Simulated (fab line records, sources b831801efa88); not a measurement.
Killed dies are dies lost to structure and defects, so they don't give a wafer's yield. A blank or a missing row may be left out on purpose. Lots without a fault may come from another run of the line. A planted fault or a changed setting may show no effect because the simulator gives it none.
fab line records | flow sfq_line
record lots=6 wafers=18 last_day=83
route steps=325 shown L0@4 L0V@16 M0@28
lots that met no fault: from a run of the same line without faults
start_h: hours from the record's first day to the start of the lot's first wafer shown | wait_h: hours since the lot's step before | " the same as in the row above | L1.1+2: a row that stands for several wafers | - no value, or no start given | * or withheld: withheld | < > ~ a bound
route shown NAME@n: a module of which the file shows steps, and the number in the route of the first | usual: mean/standard deviation of fault-free wafers | same: alike in all rows | chamber/n: place in a boat | sites: the reading at each site | _std_site: their standard deviation | _edge_site: outer sites' mean less inner sites' | radius_mm: how far each site lies from the wafer's centre | mask NAME#n: copy n | behind: the tool/chamber that last shaped the wafer | hold: why the lot was held/for how many hours/how that ended | device: the transistor (n, p or np) that didn't switch | end of line: the same wafers' tests at the end of the route | a step without rows: its recipe alone | killed: dies lost to structure and defects at the first sort, not the wafer's yield | map: a wafer's dies, x killed, . not, _ none there
set.NAME: the setting as run; set.NAME@STEP: as run at that earlier step | model.NAME: the simulator's own value behind a step, which no gauge read
lots at some steps of the route; a table a step, a row a wafer
services: from which hour (start_h, from the record's first day; less than 0 if before it) a tool's chamber was out of use, for how many hours, and why
## steps
# step SFQ_L0_RS_MEAS_901
# recipe thk_meas_gauge=four-point-probe reads=MoNx_KI_of_TRILAYER_L0_DEP_SPUTTER_003
# usual L0_MONX_KI_RS=43.4/0.49
# columns lot.wafer tool chamber start_h wait_h L0_MONX_KI_RS[ohm/sq]
L688.1 film_metro-04 - 17.56 0.0 43.2
L688.3 " - " " 43.2
L688.4 " - " " 43.6
L690.4 film_metro-01 - 27.62 0.1 43.1
L690.5 " - " " 43.5
L690.6 " - " " 43.3
L699.2 film_metro-02 - 72.58 0.1 43.7
L699.4 " - " " 43.6
L699.5 " - " " 43.7
L704.1 film_metro-02 - 97.56 0.0 42.9
L704.4 " - " " 43.1
L704.6 " - " " 43.5
L706.2 film_metro-01 - 107.58 0.1 43.4
L706.4 " - " " 42.8
L706.5 " - " " 43.3
L709.3 film_metro-02 - 122.60 0.1 43.6
L709.4 " - " " 44.2
L709.5 " - " " 43.6
# step SFQ_L0_THK_MEAS_902
# recipe thk_meas_gauge=xrf reads=MoNx_KI_of_TRILAYER_L0_DEP_SPUTTER_003
# usual L0_MONX_KI_THK=39.7/0.48
# columns lot.wafer tool chamber start_h wait_h L0_MONX_KI_THK[nm]
L688.1 film_metro-04 - 17.68 0.1 39.8
L688.3 " - " " 39.9
L688.4 " - " " 39.7
L690.4 film_metro-01 - 27.71 0.1 39.9
L690.5 " - " " 39.4
L690.6 " - " " 39.7
L699.2 film_metro-02 - 72.69 0.1 39.3
L699.4 " - " " 39.5
L699.5 " - " " 39.3
L704.1 film_metro-02 - 97.68 0.1 40.5
L704.4 " - " " 40.1
L704.6 " - " " 39.8
L706.2 film_metro-01 - 107.69 0.1 39.9
L706.4 " - " " 40.4
L706.5 " - " " 39.9
L709.3 film_metro-02 - 122.70 0.1 39.5
L709.4 " - " " 39.0
L709.5 " - " " 39.2
# step SFQ_TRILAYER_L0_LITHO_COAT_010
# recipe resist=BARC spin_rpm=3000 resist_thk_nm=62
# step SFQ_TRILAYER_L0_LITHO_COAT_005
# recipe resist=KrF spin_rpm=3000 resist_thk_nm=600
# step SFQ_TRILAYER_L0_LITHO_SOFTBAKE_009
# recipe temp_c=withheld time_s=withheld resist=KrF
# step SFQ_TRILAYER_L0_LITHO_EXPOSE_006
# recipe mask_id=L0 na=0.6 source_shape=conventional sigma_outer=0.65 target_cd_nm=2000 dose_mj=14.4
# step SFQ_TRILAYER_L0_LITHO_PEB_008
# recipe peb_temp_c=115 peb_time_s=60 resist=KrF
# step SFQ_TRILAYER_L0_LITHO_DEVELOP_007
# recipe time_s=60 resist=KrF
# step SFQ_TRILAYER_L0_BARC_OPEN_METAL_ETCH_010
# recipe mask_material=PR chemistry=O2 target_depth_nm=125 target=BARC icp_w=600 bias_w=80 pressure_mtorr=10 time_s=41.7
# usual drypump_motor_current_A=5.6/0.51 oes_product_au=0.685/0.005
# columns lot.wafer tool chamber start_h wait_h drypump_motor_current_A oes_product_au rf_hours_counter_h
L688.1 rie_metal-01 1 89.41 0.1 5.7 0.685 1
L688.3 " 0 " " 5.3 0.687 -
L688.4 " 1 " " 5.6 0.692 -
L690.4 rie_metal-03 0 97.83 0.1 6.0 0.686 -
L690.5 " 0 " " 6.0 0.686 -
L690.6 " 1 " " 5.0 0.681 -
L699.2 rie_metal-03 0 143.86 0.1 5.9 0.678 203
L699.4 " 1 " " 5.0 0.679 -
L699.5 " 0 " " 6.0 0.684 -
L704.1 rie_metal-03 1 174.73 0.1 5.0 0.688 93
L704.4 " 1 " " 5.0 0.688 -
L704.6 " 0 " " 5.9 0.673 -
L706.2 rie_metal-02 0 186.73 0.1 6.6 0.682 95
L706.4 " 1 " " 6.0 0.677 -
L706.5 " 0 " " 6.6 0.688 -
L709.3 rie_metal-03 1 202.35 0.1 5.0 0.687 -
L709.4 " 0 " " 6.0 0.690 -
L709.5 " 1 " " 5.0 0.683 -
# step SFQ_TRILAYER_L0_ETCH_METAL_ETCH_008
# recipe target=MoNx_KI stop_on=SiO2 mask_material=PR chemistry=SF6/O2 target_depth_nm=50 icp_w=600 bias_w=80 pressure_mtorr=10 time_s=25
# usual drypump_motor_current_A=5.6/0.51 oes_product_au=0.874/0.0072
# columns lot.wafer tool chamber start_h wait_h drypump_motor_current_A oes_product_au rf_hours_counter_h
L688.1 rie_metal-01 1 89.47 0.0 5.7 0.876 1
L688.3 " 0 " " 5.3 0.877 -
L688.4 " 1 " " 5.7 0.872 -
L690.4 rie_metal-03 0 97.88 0.0 5.9 0.867 -
L690.5 " 0 " " 6.0 0.873 -
L690.6 " 1 " " 5.0 0.881 -
L699.2 rie_metal-03 0 143.92 0.0 5.9 0.876 203
L699.4 " 1 " " 5.0 0.877 -
L699.5 " 0 " " 6.0 0.865 -
L704.1 rie_metal-03 1 174.79 0.0 5.0 0.876 93
L704.4 " 1 " " 5.0 0.887 -
L704.6 " 0 " " 6.0 0.877 -
L706.2 rie_metal-02 0 186.79 0.0 6.6 0.872 95
L706.4 " 1 " " 6.0 0.869 -
L706.5 " 0 " " 6.6 0.882 -
L709.3 rie_metal-03 1 202.41 0.0 5.0 0.871 -
L709.4 " 0 " " 6.0 0.863 -
L709.5 " 1 " " 5.0 0.875 -
# step SFQ_TRILAYER_L0_STRIP_STRIP_009
# recipe gas=O2 power_w=200 platen_temp_c=40 overash_fraction=0.65 chemistry=O2 pressure_mtorr=50
# step SFQ_TRILAYER_L0_STRIP_SOLV_CLEAN_010
# recipe chemistry=NMP temp_c=70 time_s=600
# step SFQ_TRILAYER_L0_CAP_PECVD_011
# recipe material=SiO2 temp_c=150 time_s=13.333 pressure_torr=2.4 rf_w=183.3 precursor=SiH4/N2O target_thk_nm=60
# usual heater_power_w=81/16 throttle_valve_pct=25.7/1.2
# columns lot.wafer tool chamber start_h wait_h heater_power_w throttle_valve_pct
L688.1 pecvd-01 2 90.29 0.0 56 26.5
L688.3 " 1 " " 74 23.9
L688.4 " 1 " " 75 23.8
L690.4 pecvd-02 1 98.70 0.0 49 27.4
L690.5 " 0 " " 77 24.9
L690.6 " 2 " " 73 25.9
L690.4 pecvd-02 1 98.89 0.2 49 27.3
L690.5 " 0 " " 78 24.8
L690.6 " 2 " " 73 25.8
L699.2 pecvd-01 0 144.74 0.0 113 27.4
L699.4 " 2 " " 57 26.8
L699.5 " 0 " " 115 27.8
L699.2 pecvd-01 0 144.93 0.2 114 27.7
L699.4 " 2 " " 60 26.9
L699.5 " 0 " " 114 27.6
L704.1 pecvd-02 1 175.61 0.0 59 27.2
L704.4 " 1 " " 62 27.3
L704.6 " 0 " " 80 24.8
L706.2 pecvd-02 0 187.61 0.0 80 25.0
L706.4 " 1 " " 54 27.2
L706.5 " 2 " " 74 26.0
L709.3 pecvd-01 2 203.25 0.0 65 26.6
L709.4 " 2 " " 66 26.7
L709.5 " 1 " " 67 23.7
# step SFQ_TRILAYER_L0_VIA_LITHO_COAT_018
# recipe resist=BARC spin_rpm=3000 resist_thk_nm=62
# step SFQ_TRILAYER_L0_VIA_LITHO_COAT_013
# recipe resist=KrF spin_rpm=3000 resist_thk_nm=650
# step SFQ_TRILAYER_L0_VIA_LITHO_SOFTBAKE_017
# recipe temp_c=withheld time_s=withheld resist=KrF
# step SFQ_TRILAYER_L0_VIA_LITHO_EXPOSE_014
# recipe mask_id=L0V na=0.6 source_shape=conventional sigma_outer=0.65 target_cd_nm=700 dose_mj=21.3
# step SFQ_TRILAYER_L0_VIA_LITHO_PEB_016
# recipe peb_temp_c=115 peb_time_s=60 resist=KrF
# step SFQ_TRILAYER_L0_VIA_LITHO_DEVELOP_015
# recipe time_s=60 resist=KrF
# step SFQ_L0V_OVL_MEAS_903
# usual L0V_OVL=0/4.6
# columns lot.wafer tool chamber start_h wait_h L0V_OVL[nm]
L688.1 overlay-02 - 166.78 0.1 -4
L688.3 " - " " -3
L688.4 " - " " -9
L690.4 overlay-02 - 175.99 0.1 -2
L690.5 " - " " -4
L690.6 " - " " -1
L699.2 overlay-02 - 225.11 0.1 0
L699.4 " - " " 6
L699.5 " - " " 6
L704.1 overlay-01 - 264.71 0.1 -5
L704.4 " - " " -6
L704.6 " - " " -4
L706.2 overlay-02 - 277.49 0.1 0
L706.4 " - " " 6
L706.5 " - " " 2
L709.3 overlay-01 - 290.70 0.1 -3
L709.4 " - " " -4
L709.5 " - " " -7
# step SFQ_TRILAYER_L0_VIA_BARC_OPEN_VIA_ETCH_021
# recipe mask_material=PR chemistry=O2 target_depth_nm=125 target=BARC source_w=500 bias_w=80 pressure_mtorr=30 time_s=41.7
# usual drypump_motor_current_A=5.6/0.44 oes_product_au=0.685/0.0046
# columns lot.wafer tool chamber start_h wait_h drypump_motor_current_A oes_product_au rf_hours_counter_h
L688.1 rie_diel-01 1 166.82 0.0 5.8 0.687 3
L688.3 " 3 " " 5.1 0.683 83
L688.4 " 0 " " 5.8 0.693 5
L690.4 rie_diel-02 3 176.01 0.0 5.3 0.683 7
L690.5 " 2 " " 5.5 0.685 -
L690.6 " 1 " " 5.1 0.691 -
L699.2 rie_diel-01 0 225.14 0.0 5.8 0.684 6
L699.4 " 2 " " 5.7 0.685 29
L699.5 " 3 " " 5.1 0.672 -
L704.1 rie_diel-04 1 264.74 0.0 4.8 0.686 2
L704.4 " 2 " " 5.6 0.684 0
L704.6 " 0 " " 6.2 0.690 -
L706.2 rie_diel-02 0 277.52 0.0 6.4 0.684 11
L706.4 " 1 " " 5.1 0.683 120
L706.5 " 1 " " 5.1 0.686 -
L709.3 rie_diel-01 3 290.72 0.0 5.1 0.690 86
L709.4 " 1 " " 5.8 0.685 6
L709.5 " 3 " " 5.1 0.680 -
# step SFQ_TRILAYER_L0_VIA_ETCH_VIA_ETCH_016
# recipe target=SiO2 stop_on=MoNx_KI mask_material=PR chemistry=CHF3 target_depth_nm=80 source_w=500 bias_w=80 pressure_mtorr=30 time_s=withheld
# usual drypump_motor_current_A=5.6/0.44 oes_product_au=0.843/0.0071
# columns lot.wafer tool chamber start_h wait_h drypump_motor_current_A oes_product_au model.L0V.feature_depth_nm model.etch.depth_nm
L688.1 rie_diel-01 1 166.86 0.0 5.8 0.838 59.47 59.47
L688.3 " 3 " " 5.1 0.846 59.41 59.41
L688.4 " 0 " " 5.8 0.849 60.31 60.31
L690.4 rie_diel-02 3 176.05 0.0 5.3 0.994 79.29 79.29
L690.5 " 2 " " 5.6 0.994 80.43 80.43
L690.6 " 1 " " 5.1 0.994 79.72 79.72
L699.2 rie_diel-01 0 225.18 0.0 5.8 1.003 80.89 80.89
L699.4 " 2 " " 5.7 0.999 80.9 80.9
L699.5 " 3 " " 5.1 1.003 80.02 80.02
L704.1 rie_diel-04 1 264.78 0.0 4.8 0.828 58.92 58.92
L704.4 " 2 " " 5.5 0.835 59.35 59.35
L704.6 " 0 " " 6.1 0.848 60.22 60.22
L706.2 rie_diel-02 0 277.56 0.0 6.4 0.845 59.73 59.73
L706.4 " 1 " " 5.1 0.844 60.52 60.52
L706.5 " 1 " " 5.1 0.851 60.15 60.15
L709.3 rie_diel-01 3 290.76 0.0 5.1 0.841 59.89 59.89
L709.4 " 1 " " 5.8 0.848 59.8 59.8
L709.5 " 3 " " 5.2 0.842 61.01 61.01
# step SFQ_TRILAYER_L0_VIA_STRIP_STRIP_017
# recipe gas=O2 power_w=200 platen_temp_c=40 overash_fraction=0.65 chemistry=O2 pressure_mtorr=50
# usual drypump_motor_current_A=5.8/0.51 oes_product_au=1.000/0.009
# columns lot.wafer tool chamber start_h wait_h drypump_motor_current_A oes_product_au rf_hours_counter_h
L688.1 rie_metal-04 0 166.91 - 6.2 1.001 169
L688.3 " 0 " " 6.2 1.002 -
L688.4 " 1 " " 5.3 1.013 -
L690.4 rie_metal-02 1 176.29 - 5.9 0.984 -
L690.5 " 0 " " 6.6 0.995 -
L690.6 " 1 " " 5.9 0.990 -
L699.2 rie_metal-01 0 225.23 - 5.2 1.008 50
L699.4 " 1 " " 5.7 1.002 -
L699.5 " 1 " " 5.7 0.999 -
L704.1 rie_metal-02 0 264.83 - 6.6 0.998 107
L704.4 " 0 " " 6.6 0.994 -
L704.6 " 0 " " 6.6 0.985 -
L706.2 rie_metal-04 1 277.81 - 5.3 1.006 -
L706.4 " 1 " " 5.3 1.011 -
L706.5 " 1 " " 5.3 0.997 -
L709.3 rie_metal-02 0 291.01 - 6.6 0.986 -
L709.4 " 1 " " 5.9 0.993 -
L709.5 " 0 " " 6.6 0.992 -
# step SFQ_TRILAYER_L0_VIA_STRIP_SOLV_CLEAN_018
# recipe chemistry=NMP temp_c=70 time_s=600
# step SFQ_TRILAYER_M0_DEP_PRE_CLEAN_020
# recipe gas=Ar time_s=15 bias_v=250
# columns lot.wafer tool chamber start_h wait_h model.SiO2_of_TRILAYER_L0_CAP_PECVD_011.thk_nm
L688.1 pvd_sputter-06 - 167.68 0.0 54.47
L688.3 " - " " 54.41
L688.4 " - " " 55.31
L690.4 pvd_sputter-05 - 176.87 0.0 116.9
L690.5 " - " " 117.3
L690.6 " - " " 116.6
L699.2 pvd_sputter-06 - 226.00 0.0 113.1
L699.4 " - " " 114.9
L699.5 " - " " 115.3
L704.1 pvd_sputter-03 - 266.22 0.0 53.92
L704.4 " - " " 54.35
L704.6 " - " " 55.22
L706.2 pvd_sputter-06 - 278.99 0.0 54.73
L706.4 " - " " 55.52
L706.5 " - " " 55.15
L709.3 pvd_sputter-03 - 291.59 0.0 54.89
L709.4 " - " " 54.8
L709.5 " - " " 56.01
# step SFQ_TRILAYER_M0_DEP_SPUTTER_019
# recipe material=Nb base_pressure_pa=1.33e-06 chamber_pressure_pa=0.1333 substrate_temp_c=20 resputter_cathode_voltage_v=400 target_thk_nm=200 power_w=2000 time_s=133.3
# usual throttle_valve_pct=29.9/1
# columns lot.wafer tool chamber start_h wait_h throttle_valve_pct
L688.1 pvd_sputter-06 - 167.71 0.0 29.9
L688.3 " - " " 29.3
L688.4 " - " " 29.2
L690.4 pvd_sputter-05 - 176.89 0.0 31.8
L690.5 " - " " 28.4
L690.6 " - " " 29.7
L699.2 pvd_sputter-06 - 226.03 0.0 29.3
L699.4 " - " " 29.2
L699.5 " - " " 29.5
L704.1 pvd_sputter-03 - 266.24 0.0 28.8
L704.4 " - " " 30.3
L704.6 " - " " 31.9
L706.2 pvd_sputter-06 - 279.01 0.0 29.1
L706.4 " - " " 29.2
L706.5 " - " " 29.3
L709.3 pvd_sputter-03 - 291.61 0.0 31.8
L709.4 " - " " 29.2
L709.5 " - " " 30.4
## services
# columns tool chamber start_h hours kind
rie_metal-02 - 73.26 2.8 pm
pvd_sputter-06 - 74.38 4.5 repair
pvd_sputter-05 - 77.51 3.6 repair
pvd_sputter-05 - 87.42 7.4 repair
rie_metal-04 1 88.19 8.9 repair
pvd_sputter-05 - 101.54 8.1 repair
rie_diel-01 2 111.75 12.3 repair
rie_metal-04 1 139.16 17.7 repair
pecvd-01 0 149.08 3.8 repair
pvd_sputter-05 - 179.60 13.4 repair
pecvd-02 1 181.03 5.4 repair
pecvd-02 - 194.25 14.0 pm
rie_metal-02 - 198.75 21.4 repair
rie_metal-02 - 199.00 1.1 repair
rie_metal-01 - 201.08 2.8 pm
rie_diel-02 - 202.08 3.0 repair
rie_diel-02 0 202.66 5.5 repair
pecvd-01 0 224.12 6.2 repair
pvd_sputter-06 - 234.49 1.2 repair
pecvd-02 - 235.74 2.8 pm
rie_metal-03 - 239.28 28.1 pm
pecvd-01 - 254.23 0.9 repair
pvd_sputter-03 - 262.85 0.6 repair
pvd_sputter-03 - 271.00 0.9 repair
## key
first_sign step=SFQ_TRILAYER_L0_CAP_PECVD_011 reading=visit direction=added
effect step=SFQ_TRILAYER_L0_VIA_ETCH_VIA_ETCH_016 reading=oes_product_au direction=up sigmas=22 usual=0.843 struck=0.998
model_effect step=SFQ_TRILAYER_L0_VIA_ETCH_VIA_ETCH_016 value=L0V.feature_depth_nm without=60.88 struck=80.21
model_effect step=SFQ_TRILAYER_M0_DEP_PRE_CLEAN_020 value=SiO2_of_TRILAYER_L0_CAP_PECVD_011.thk_nm without=55.88 struck=115.7
met_at SFQ_TRILAYER_L0_CAP_PECVD_011
struck_wafers L690.4,L690.5,L690.6,L699.2,L699.4,L699.5
fault kind=repeated_step_whole tool=pecvd-01,pecvd-02,pecvd-03 chamber=- onset_h=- steps=SFQ_TRILAYER_L0_CAP_PECVD_011 times=1 scope=struck_lots_only
